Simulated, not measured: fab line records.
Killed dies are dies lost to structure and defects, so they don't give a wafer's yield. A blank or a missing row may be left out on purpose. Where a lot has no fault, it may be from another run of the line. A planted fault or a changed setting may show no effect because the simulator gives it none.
Matching of chambers	flow sky130	SKY_CAPM_CVD_00 on pecvd-01: 3 sister chambers
The step deposits SiO2, target thk 15.5 nm. 14 wafers are shown with their chamber, then 7 later ones without.

== WAFERS PAIRED WITH THEIR CHAMBERS ==
wafer	chamber	heater-power-w (W)
L077.1	1	690
L077.4	1	691
L077.5	2	755
L079.2	2	682
L079.4	2	687
L079.6	1	816
L083.4	0	597
L083.5	2	774
L083.6	1	813
L084.1	0	579
L084.3	1	686
L084.4	2	711
L091.1	1	812
L091.2	2	763

SIGNATURES, as means of the wafers listed above
reading	chamber 0	chamber 1	chamber 2	scatter within a chamber
heater-power-w	588.00	751.33	728.67	53.6
Rule: distance of a wafer from a chamber = root of the sum over the readings of ((wafer's reading minus chamber's mean) / reading's scatter) squared. If the next closest chamber is less than 2 further off than the closest, the wafer can't be placed; otherwise it belongs to the closest. The scatter is the square root of a quotient: the sum, over the shown wafers, of each reading's squared deviation from its chamber's mean, divided by wafers minus chambers.

== WAFERS WITH NO CHAMBER GIVEN ==
wafer	heater-power-w (W)
L091.3	760
L091.4	798
L091.5	741
L091.6	803
L096.1	727
L096.2	604
L096.3	814

== THE CHAMBER EACH PASSED THROUGH ==
wafer	from the rows above	in truth
L091.3	can't be placed: 1 or 2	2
L091.4	can't be placed: 1 or 2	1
L091.5	can't be placed: 1 or 2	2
L091.6	can't be placed: 1 or 2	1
L096.1	can't be placed: 2 or 1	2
L096.2	0	0
L096.3	can't be placed: 1 or 2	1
Correct placement for 1 of the 7. Can't be placed from these rows: 6 (the true chamber is among the candidates in 6). 0 placed wrongly.
